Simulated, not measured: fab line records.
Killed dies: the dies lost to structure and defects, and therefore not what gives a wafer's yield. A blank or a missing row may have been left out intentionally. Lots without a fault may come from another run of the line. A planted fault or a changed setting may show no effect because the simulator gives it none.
A lot that was struck, set against a sound lot | flow sky130 | 18 out of 708 route steps
Sound: these wafers, L692.1, L692.2, L692.3. Struck: wafer L689.2 (left out: L689.5, L689.6 of the same lot, which were not struck); the cause appears at the end.
Order at every step that has rows: each side's tool, ch and its chambers, its first start. Under that, the readings that differ: sound wafers | struck wafers | difference of the means | sigmas: that difference in standard deviations of wafers without a fault.
alike: words and numbers the same on both sides, and readings whose means are apart by under 2 such deviations; not compared: readings that were withheld, readings missing a value for some wafer, numbers with overlapping values and no deviation given by the record, and bounds like >300 which may hide the same value.
Wherever a step has rows on one side only, a row that says differs or no value, or a row with sigmas, the two part there. Numbers that have no deviation but don't overlap get no sigmas and don't part them. A reading missing from all wafers of one side parts the sides only when that side holds two or more wafers.

first, 2 steps without rows for these wafers: SKY_CONTACT_PEB_12; SKY_CONTACT_DEVELOP_13 (develop time 60 s).
SKY_CONTACT_CD_MEAS_14: the cd target is 170 nm.
  sound: cd sem-01 at day 36 14:37; struck: cd sem-01 at day 35 15:14
  alike: cd nm
SKY_CONTACT_OVL_MEAS_15:
  sound: overlay-02 at day 36 14:44; struck: overlay-01 at day 35 15:20
  alike: CONTACT_OVL
SKY_CONTACT_ETCH_16: etches BARC in N2/H2, stops on SiO2, time 45.9 s, target depth 60 nm.
  sound on rie diel-01 ch 0,1,2, day 36 14:46; struck on rie diel-04 ch 3, day 35 15:22
  reading                | sound  | struck | difference | sigmas
  rf hours counter h (h) | 8 10 3 | 2      | -5         |
  alike: drypump motor current A, oes product au, throttle valve pct
then, 1 step without rows for these wafers: SKY_CONTACT_ETCH_17 (etches SiO2 in C4F8/O2/Ar, stops on Si3N4, target depth 340 nm).
SKY_CONTACT_ETCH_18: etches Si3N4 in CHF3/O2, stops on TiN, time 39 s, target depth 75 nm.
  sound on rie diel-01 ch 0,1,2; struck on rie diel-04 ch 3
  reading                | sound             | struck | difference | sigmas
  oes product au (a.u.)  | 0.850 0.856 0.857 | 0.837  | -0.017     | -2
  rf hours counter h (h) | 8 10 3            | 2      | -5         |
  alike: O2_flow_sccm, drypump motor current A, throttle valve pct
SKY_CONTACT_STRIP_19: strips in O2/N2.
  sound on plasma asher-04 ch 0,1, day 36 14:54; struck on plasma asher-04 ch 1, day 35 15:30
  alike: drypump motor current A, oes product au, strip time to endpoint s
  not compared: rf hours counter h
then, 3 steps without rows for these wafers: SKY_CONTACT_STRIP_20 (strips in post etch residue remover, time 1200 s); SKY_CONTACT_CLEAN_21 (cleans in IPA, time 180 s); SKY_CONTACT_CLEAN_22 (cleans in O3/DIW).
SKY_CONTACT_SPUTTER_23: material TiN, target thk 20 nm, time 80 s.
  sound: pvd sputter-01 at day 36 15:30; struck: pvd sputter-01 at day 35 16:08
  alike: throttle valve pct
SKY_CONTACT_CVD_24: deposits W, target thk 340 nm, time 102.12 s.
  sound on cvd w-02 ch 0,1, day 36 15:34; struck on cvd w-01 ch 0, day 35 16:11
  reading                               | sound             | struck | difference | sigmas
  model.W_of_CONTACT_CVD_24.thk nm (nm) | 342.4 337.1 338.9 | 113.4  | -226.1     |
  alike: heater power w
SKY_CONTACT_RS_MEAS_25: a four-point-probe measurement.
  sound: film metro-01 at day 36 15:40; struck: film metro-02 at day 35 16:19
  reading               | sound             | struck | difference | sigmas
  CONTACT_W_RS (ohm/sq) | 0.335 0.341 0.339 | 1.040  | +0.702     | +99 or more
SKY_CONTACT_THK_MEAS_26: measures by xrf.
  sound: film metro-01 at day 36 15:47; struck: film metro-02 at day 35 16:26
  reading            | sound       | struck | difference | sigmas
  CONTACT_W_THK (nm) | 340 336 339 | 113    | -225       | -44
SKY_CONTACT_CMP_27: polishes, stops on SiO2, t overpolish 15 s, target thk 0 nm.
  sound on cmp-02 ch 0,2,3, day 36 15:51; struck on cmp-02 ch 1, day 35 16:38
  reading                | sound    | struck | difference | sigmas
  time to endpoint s (s) | 83 77 85 | 21     | -61        | -13
  alike: motor current A
SKY_METAL1_SPUTTER_00: material Ti, target thk 15 nm, time 10 s.
  sound: pvd sputter-03 at day 36 16:09; struck: pvd sputter-03 at day 35 16:47
  alike: throttle valve pct
-- the record jumps here: 13 days lie between the struck wafers' starts before and after (it left off in module METAL1 and takes up again in module PAD_OPEN, whose first step shown is number 708 of the route) --
SKY_PAD_OPEN_PROBE_99:
  sound: prober-01 at day 49 12:14; struck: prober-02 at day 48 21:21
  reading       | sound    | struck | difference | sigmas
  killed on rim | 15 12 15 | 21     | +7         | +2
  alike: killed_at_M0_to_M3, killed_at_M4_up, killed at contacts, killed at front end, killed at other, killed dies, killed open, killed short

== WHERE THEY PART ==
Last at SKY_PAD_OPEN_PROBE_99 as far as this record goes, first at SKY_CONTACT_ETCH_18.

WHY: whatever the simulator had introduced
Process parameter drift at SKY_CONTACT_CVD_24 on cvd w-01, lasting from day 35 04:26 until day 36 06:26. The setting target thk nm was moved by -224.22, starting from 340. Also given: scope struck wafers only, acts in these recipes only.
